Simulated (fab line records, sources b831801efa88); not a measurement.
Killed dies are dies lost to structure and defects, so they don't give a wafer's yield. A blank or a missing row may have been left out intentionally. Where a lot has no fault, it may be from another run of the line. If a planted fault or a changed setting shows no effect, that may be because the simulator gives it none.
Problem report in the 8D (eight disciplines) form, filled by code ; flow gf180mcu ; the parts of the form that need people (team, actions taken, sign-off) are left out

== 1. WHAT WENT WRONG ==
cdNm at GF_M3_CD_MEAS_14 reads a mean of 268.1 nm on 2 wafers of 2 lots; wafers without a fault read 279.9 nm with a standard deviation of 1.1. That is -11 standard deviations from the usual mean.
The step: target cd 280 nm.
Seen first at day 25 11:07 on cdSem-01, wafer L220.1. The record has a number at this step for 36 wafers belonging to 12 lots. Rule for "out" (also "out of limits"): further than 4 standard deviations from the usual mean. The rest of the wafers with a number are treated as sound.

== 2. WHAT IT IS AND WHAT IT IS NOT ==
question;is;is not
which readings at this step;cdNm;-
which lots;L220, L222;L210, L211, L212, L214, L215, L216, L217, L218, L219, L232
which wafers of those lots;L220.1, L222.1;L220.5, L220.6, L222.5, L222.6
read on which gauges;cdSem-01;cdSem-02
when;from day 25 11:07;"up to then (29 sound wafers); but 5 sound wafers of L222, L232 came after"

== 3. WHAT RULES OUT EACH SUSPECT ==
Counting: if a tool at a process step up to the reading ran every lot that is out, it stays a suspect. Sound lots after the first of them don't rule it out here, since some wafers of a struck lot are sound.
- the gauge at GF_M3_CD_MEAS_14: kept. All the wafers that are out were read on cdSem-01, and no step on other tools shows them out.
- krfScanner-01 at GF_M3_EXPOSE_11 (exposes mask Metal3, target cd 280 nm): kept. It ran every lot that is out, first L220 (day 25 00:30); its last sound lot up to then is L219 (day 24 14:19).
Remaining after the count are krfScanner-01 at GF_M3_EXPOSE_11 and cdSem-01 at GF_M3_CD_MEAS_14.

== 4. THE CAUSE (what the simulator had put in) ==
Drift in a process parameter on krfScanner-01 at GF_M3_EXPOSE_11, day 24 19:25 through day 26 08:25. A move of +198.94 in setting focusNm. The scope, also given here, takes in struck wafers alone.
This tool is one of the 2 suspects left after counting.

== 5. THE EFFECT CHAIN, in route order ==
Rows list readings where the struck wafers' mean (over those with a number) sits beyond 3 standard deviations from the usual. Scope: only readings with a usual standard deviation given in the record; hours: median across lots of the time from each lot's start at the first step in this table that gives one to its start at this step; sigmas: change in usual standard deviations.
hours;step;reading;usual;on struck wafers;change;sigmas
0;GF_M3_CD_MEAS_14;cdNm;279.9 nm;268.1;-11.8;-11

== 6. WHAT WOULD HAVE CAUGHT IT SOONER ==
In this record the first reading out of limits at a measuring or inspecting step was taken at day 25 11:07, 16 hours after the fault began at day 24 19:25.
Tool readings at GF_M3_EXPOSE_11 with a usual standard deviation given in the record: none out on any struck wafer, hence no alarm at a limit of 4 standard deviations on them.
Among the 2 lots that are out, L222 began GF_M3_EXPOSE_11 on krfScanner-01 after day 25 11:07. A hold on the tool at that time would have spared it.
